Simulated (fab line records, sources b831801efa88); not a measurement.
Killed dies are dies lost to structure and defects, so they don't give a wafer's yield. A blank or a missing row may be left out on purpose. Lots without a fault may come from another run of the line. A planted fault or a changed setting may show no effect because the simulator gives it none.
fab line records | flow sky130
record lots=11 wafers=33 last_day=50
route steps=708 shown POLY_GATE@234 METAL2@501 VIA2@510
lots that met no fault: from a run of the same line without faults
start_h: hours from the record's first day to the start of the lot's first wafer shown | wait_h: hours since the lot's step before | " the same as in the row above | L1.1+2: a row that stands for several wafers | - no value, or no start given | * or withheld: withheld | < > ~ a bound
route shown NAME@n: a module of which the file shows steps, and the number in the route of the first | usual: mean/standard deviation of fault-free wafers | same: alike in all rows | chamber/n: place in a boat | sites: the reading at each site | _std_site: their standard deviation | _edge_site: outer sites' mean less inner sites' | radius_mm: how far each site lies from the wafer's centre | mask NAME#n: copy n | behind: the tool/chamber that last shaped the wafer | hold: why the lot was held/for how many hours/how that ended | device: the transistor (n, p or np) that didn't switch | end of line: the same wafers' tests at the end of the route | a step without rows: its recipe alone | killed: dies lost to structure and defects at the first sort, not the wafer's yield | map: a wafer's dies, x killed, . not, _ none there
set.NAME: the setting as run; set.NAME@STEP: as run at that earlier step | model.NAME: the simulator's own value behind a step, which no gauge read
steps of the route over a sample of lots; a table a step, a row a wafer
services: from which hour (start_h, from the record's first day; less than 0 if before it) a tool's chamber was out of use, for how many hours, and why
## steps
# step SKY_POLY_GATE_OXIDATION_20
# recipe temp_c=850 ambient=O2 stabilise_s=600 purge_s=300 target_thk_a=40 ox_time_s=899
# usual spike_tc_centre_C=849.6/1.1 spike_tc_lower_C=850.3/1 spike_tc_upper_C=849.3/1.2 zone_power_centre_pct=17.8/0.99 zone_power_lower_pct=17.3/0.78 zone_power_upper_pct=15.11/0.22
# columns lot.wafer tool chamber start_h wait_h spike_tc_centre_C spike_tc_lower_C spike_tc_upper_C zone_power_centre_pct zone_power_lower_pct zone_power_upper_pct
L524.3 furnace-01 0 398.88 5.4 848.3 848.7 847.3 17.2 18.0 14.78
L524.4 " 0 " " 850.3 850.4 849.0 17.1 17.8 14.93
L524.6 " 0 " " 848.9 850.2 852.1 17.0 18.1 14.85
L525.1 furnace-01 0 398.88 6.6 850.2 849.2 847.6 17.1 18.1 14.93
L525.3 " 0 " " 849.4 850.9 848.6 16.8 18.0 15.00
L525.4 " 0 " " 850.8 849.2 850.0 17.0 18.3 15.21
L528.2 furnace-02 0 449.01 2.8 849.9 850.2 848.9 19.0 16.5 15.44
L528.4 " 0 " " 849.2 850.1 849.1 18.8 16.5 15.30
L528.5 " 0 " " 850.1 850.3 849.8 19.1 16.5 15.31
L530.1 furnace-02 0 449.01 2.0 850.3 850.1 848.5 18.9 16.2 15.46
L530.2 " 0 " " 848.6 850.9 850.0 18.9 16.4 15.45
L530.4 " 0 " " 848.5 849.6 850.9 18.9 16.6 15.42
L532.1 furnace-01 0 454.75 0.0 850.5 849.0 847.6 17.1 18.0 14.56
L532.4 " 0 " " 850.1 848.2 848.9 16.8 18.2 15.10
L532.6 " 0 " " 849.9 849.5 849.8 16.8 18.1 15.00
L534.2 furnace-02 0 463.91 0.0 894.7 846.0 844.7 35.9 8.6 8.00
L534.4 " 0 " " 893.2 844.0 843.7 36.0 8.5 7.99
L534.5 " 0 " " 893.1 845.5 844.3 35.9 8.7 8.04
L533.2 furnace-02 0 465.16 0.9 896.1 843.4 842.2 36.0 8.6 8.06
L533.4 " 0 " " 893.9 845.8 845.3 36.0 8.4 8.01
L533.6 " 0 " " 892.9 844.0 845.6 35.7 8.7 8.02
L535.1 furnace-01 0 469.92 0.0 851.6 850.2 848.2 17.0 18.1 14.87
L535.2 " 0 " " 848.7 850.5 848.2 16.8 18.0 14.98
L535.3 " 0 " " 849.6 851.0 851.1 17.2 18.0 15.03
L543.1 furnace-02 0 543.96 0.0 848.9 850.5 849.9 18.9 16.4 15.39
L543.2 " 0 " " 851.0 849.9 848.4 19.3 16.5 15.32
L543.6 " 0 " " 847.0 851.0 850.7 18.8 16.6 15.22
L544.4 furnace-02 0 547.98 0.2 851.5 849.9 849.0 19.0 16.3 15.23
L544.5 " 0 " " 850.6 849.5 850.6 19.0 16.6 15.51
L544.6 " 0 " " 848.9 852.4 848.3 19.1 16.2 15.74
L547.2 furnace-02 0 571.01 0.8 847.5 848.9 851.2 18.7 16.2 15.41
L547.4 " 0 " " 848.7 850.2 849.8 18.7 16.4 15.46
L547.6 " 0 " " 849.1 850.7 849.9 19.0 16.4 15.11
# step SKY_POLY_GATE_THK_MEAS_21
# recipe reads=SiO2_of_POLY_GATE_OXIDATION_20
# usual POLY_GATE_OXIDATION_THK=3.98/0.08
# columns lot.wafer tool chamber start_h wait_h POLY_GATE_OXIDATION_THK[nm]
L525.1 film_metro-04 - 400.13 0.0 3.98
L525.3 " - " " 3.97
L525.4 " - " " 3.86
L524.3 film_metro-02 - 400.15 0.0 3.98
L524.4 " - " " 3.99
L524.6 " - " " 4.03
L530.1 film_metro-02 - 450.26 0.0 4.00
L530.2 " - " " 3.95
L530.4 " - " " 4.06
L528.2 film_metro-03 - 450.27 0.0 4.02
L528.4 " - " " 4.06
L528.5 " - " " 4.08
L532.1 film_metro-03 - 456.00 0.0 4.04
L532.4 " - " " 4.03
L532.6 " - " " 3.98
L534.2 film_metro-04 - 465.17 0.0 4.15
L534.4 " - " " 4.43
L534.5 " - " " 4.51
L533.2 film_metro-04 - 466.42 0.0 5.08
L533.4 " - " " 5.15
L533.6 " - " " 5.07
L535.1 film_metro-02 - 471.17 0.0 3.97
L535.2 " - " " 4.00
L535.3 " - " " 3.97
L543.1 film_metro-04 - 545.21 0.0 3.98
L543.2 " - " " 4.04
L543.6 " - " " 3.91
L544.4 film_metro-04 - 549.26 0.0 3.92
L544.5 " - " " 4.02
L544.6 " - " " 4.04
L547.2 film_metro-02 - 572.27 0.0 3.99
L547.4 " - " " 4.02
L547.6 " - " " 4.05
# step SKY_METAL2_ETCH_18
# recipe chemistry=N2/H2 target=BARC ion_energy_ev=200 bias_w=100 pressure_mtorr=30 n2_flow_sccm=100 h2_flow_sccm=200 icp_w=500 stop_on=SiO2 time_s=45.9 target_depth_a=600
# usual drypump_motor_current_A=5.6/0.65 oes_product_au=0.855/0.005 throttle_valve_pct=13.225/0.0091
# columns lot.wafer tool chamber start_h wait_h drypump_motor_current_A oes_product_au rf_hours_counter_h throttle_valve_pct
L524.3 rie_metal-03 0 844.26 0.0 4.7 0.859 - 13.245
L524.4 " 1 " " 6.3 0.851 - 13.234
L524.6 " 0 " " 4.7 0.855 - 13.243
L525.1 rie_metal-02 0 846.59 0.0 6.4 0.853 15 13.220
L525.3 " 1 " " 5.7 0.856 - 13.225
L525.4 " 0 " " 6.3 0.858 - 13.219
L528.2 rie_metal-01 0 891.40 0.0 5.3 0.858 15 13.224
L528.4 " 1 " " 5.3 0.851 - 13.224
L528.5 " 1 " " 5.3 0.865 - 13.234
L530.1 rie_metal-01 1 892.84 0.0 5.3 0.851 11 13.241
L530.2 " 0 " " 5.3 0.853 15 13.228
L530.4 " 0 " " 5.3 0.859 - 13.222
L532.1 rie_metal-01 0 894.94 0.0 5.3 0.852 15 13.225
L532.4 " 1 " " 5.3 0.845 - 13.219
L532.6 " 0 " " 5.3 0.848 - 13.201
L534.2 rie_metal-01 0 901.60 0.0 5.3 0.856 15 13.228
L534.4 " 1 " " 5.3 0.864 - 13.221
L534.5 " 0 " " 5.3 0.860 - 13.232
L533.2 rie_metal-02 1 904.85 0.0 5.8 0.846 14 13.212
L533.4 " 0 " " 6.4 0.858 - 13.228
L533.6 " 0 " " 6.4 0.854 - 13.228
L535.1 rie_metal-03 1 905.61 0.0 6.3 0.849 11 13.224
L535.2 " 0 " " 4.7 0.862 9 13.234
L535.3 " 1 " " 6.3 0.851 - 13.227
L543.1 rie_metal-03 1 966.96 0.0 6.2 0.851 13 13.222
L543.2 " 0 " " 4.7 0.857 12 13.232
L543.6 " 0 " " 4.7 0.852 - 13.222
L544.4 rie_metal-03 0 968.73 0.0 4.7 0.862 - 13.236
L544.5 " 0 " " 4.7 0.858 - 13.221
L544.6 " 1 " " 6.3 0.859 - 13.231
L547.2 rie_metal-02 0 988.70 0.1 6.4 0.861 - 13.218
L547.4 " 0 " " 6.4 0.858 - 13.233
L547.6 " 0 " " 6.4 0.854 - 13.220
# step SKY_METAL2_STRIP_20
# recipe chemistry=O2/N2 power_w=1400 pressure_mtorr=1500 platen_temp_c=withheld o2_flow_sccm=3000 n2_flow_sccm=300 overash_fraction=0.5
# usual drypump_motor_current_A=5.9/0.31 oes_product_au=0.342/0.0055 strip_time_to_endpoint_s=2.67/0.042
# columns lot.wafer tool chamber start_h wait_h drypump_motor_current_A oes_product_au rf_hours_counter_h strip_time_to_endpoint_s
L524.3 plasma_asher-04 1 844.43 0.1 6.2 0.332 - 2.61
L524.4 " 0 " " 5.6 0.344 - 2.66
L524.6 " 1 " " 6.2 0.342 - 2.62
L525.1 plasma_asher-01 1 846.75 0.1 6.3 0.345 71 2.61
L525.3 " 1 " " 6.3 0.339 - 2.62
L525.4 " 0 " " 6.0 0.340 - 2.62
L528.2 plasma_asher-04 0 891.56 0.1 5.6 0.333 47 2.64
L528.4 " 1 " " 6.2 0.334 - 2.70
L528.5 " 0 " " 5.6 0.342 - 2.71
L530.1 plasma_asher-01 0 893.00 0.1 6.0 0.340 76 2.74
L530.2 " 1 " " 6.3 0.343 76 2.64
L530.4 " 1 " " 6.3 0.338 - 2.63
L532.1 plasma_asher-01 0 895.10 0.1 6.0 0.345 76 2.65
L532.4 " 1 " " 6.3 0.346 - 2.67
L532.6 " 1 " " 6.3 0.346 - 2.65
L534.2 plasma_asher-04 1 901.76 0.1 6.2 0.335 48 2.63
L534.4 " 0 " " 5.6 0.343 - 2.67
L534.5 " 1 " " 6.2 0.345 - 2.64
L533.2 plasma_asher-04 1 905.01 0.1 6.1 0.337 48 2.75
L533.4 " 1 " " 6.2 0.350 - 2.67
L533.6 " 1 " " 6.2 0.332 - 2.68
L535.1 plasma_asher-03 0 905.76 0.1 5.7 0.342 106 2.70
L535.2 " 1 " " 5.4 0.344 106 2.61
L535.3 " 0 " " 5.6 0.344 - 2.65
L543.1 plasma_asher-01 0 967.11 0.1 5.9 0.353 83 2.70
L543.2 " 1 " " 6.3 0.338 83 2.63
L543.6 " 1 " " 6.3 0.341 - 2.58
L544.4 plasma_asher-01 0 968.89 0.1 6.0 0.338 - 2.57
L544.5 " 0 " " 6.0 0.344 - 2.58
L544.6 " 1 " " 6.3 0.350 - 2.70
L547.2 plasma_asher-03 1 988.98 0.1 5.4 0.346 115 2.71
L547.4 " 1 " " 5.4 0.341 - 2.70
L547.6 " 1 " " 5.4 0.347 - 2.70
# step SKY_VIA2_BOW_MEAS_03
# recipe mode=bow
# usual VIA2_BOW=87/7.5
# columns lot.wafer tool chamber start_h wait_h VIA2_BOW[um]
L524.3 film_metro-02 - 845.51 0.1 72
L524.4 " - " " 94
L524.6 " - " " 75
L525.1 film_metro-02 - 847.82 0.2 88
L525.3 " - " " 89
L525.4 " - " " 88
L528.2 film_metro-01 - 892.66 0.2 72
L528.4 " - " " 87
L528.5 " - " " 78
L530.1 film_metro-04 - 894.15 0.1 80
L530.2 " - " " 79
L530.4 " - " " 82
L532.1 film_metro-04 - 896.18 0.1 87
L532.4 " - " " 81
L532.6 " - " " 74
L534.2 film_metro-01 - 902.86 0.3 79
L534.4 " - " " 90
L534.5 " - " " 90
L533.2 film_metro-04 - 906.11 0.1 81
L533.4 " - " " 74
L533.6 " - " " 68
L535.1 film_metro-01 - 906.84 0.1 94
L535.2 " - " " 95
L535.3 " - " " 91
L543.1 film_metro-01 - 968.23 0.1 91
L543.2 " - " " 82
L543.6 " - " " 98
L544.4 film_metro-04 - 970.04 0.2 72
L544.5 " - " " 85
L544.6 " - " " 85
L547.2 film_metro-01 - 990.08 0.2 99
L547.4 " - " " 94
L547.6 " - " " 87
## services
# columns tool chamber start_h hours kind
plasma_asher-04 - 384.05 2.2 repair
furnace-02 - 385.61 14.2 pm
furnace-01 - 400.13 4.5 pm
plasma_asher-04 - 401.92 2.2 repair
furnace-02 - 418.74 1.0 repair
plasma_asher-04 - 421.25 9.0 pm
plasma_asher-01 - 480.93 4.5 repair
rie_metal-03 - 484.53 2.8 pm
plasma_asher-01 - 488.27 3.8 repair
plasma_asher-01 - 509.06 10.3 pm
furnace-01 - 509.30 2.9 pm
rie_metal-01 - 509.96 0.1 repair
furnace-02 - 523.26 2.9 pm
plasma_asher-01 - 531.64 4.3 pm
furnace-02 - 615.02 3.4 pm
rie_metal-01 - 656.91 0.6 repair
furnace-01 - 677.21 4.2 pm
furnace-01 - 681.41 3.4 pm
plasma_asher-04 - 684.14 0.4 repair
furnace-02 - 772.91 6.6 pm
furnace-02 - 783.30 3.4 pm
furnace-02 - 805.26 4.2 pm
plasma_asher-01 - 890.46 2.5 repair
furnace-02 - 950.19 3.1 pm
## key
first_sign step=SKY_POLY_GATE_OXIDATION_20 reading=spike_tc_centre_C direction=up sigmas=40 usual=849.6 struck=894.0
effect step=SKY_POLY_GATE_OXIDATION_20 reading=zone_power_upper_pct direction=down sigmas=32 usual=15.11 struck=8.02
effect step=SKY_POLY_GATE_THK_MEAS_21 reading=POLY_GATE_OXIDATION_THK direction=up sigmas=9.3 usual=3.98 struck=4.73
met_at SKY_POLY_GATE_OXIDATION_20
struck_lots L533,L534
tester_left_out L533,L534
not_acting_at SKY_METAL2_ETCH_18,SKY_METAL2_STRIP_20,SKY_VIA2_BOW_MEAS_03
fault kind=process_parameter_drift tool=furnace-02 chamber=- onset_h=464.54 steps=SKY_POLY_GATE_OXIDATION_20 channel=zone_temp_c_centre offset=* shape=step end_h=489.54
# tester_left_out: of these lots the tester's yield and bins aren't shown, on N5 and GAA mostly nor the transistor test; their killed dies are dies lost to structure and defects alone, not to doping, threshold or leakage, so they don't give the yield
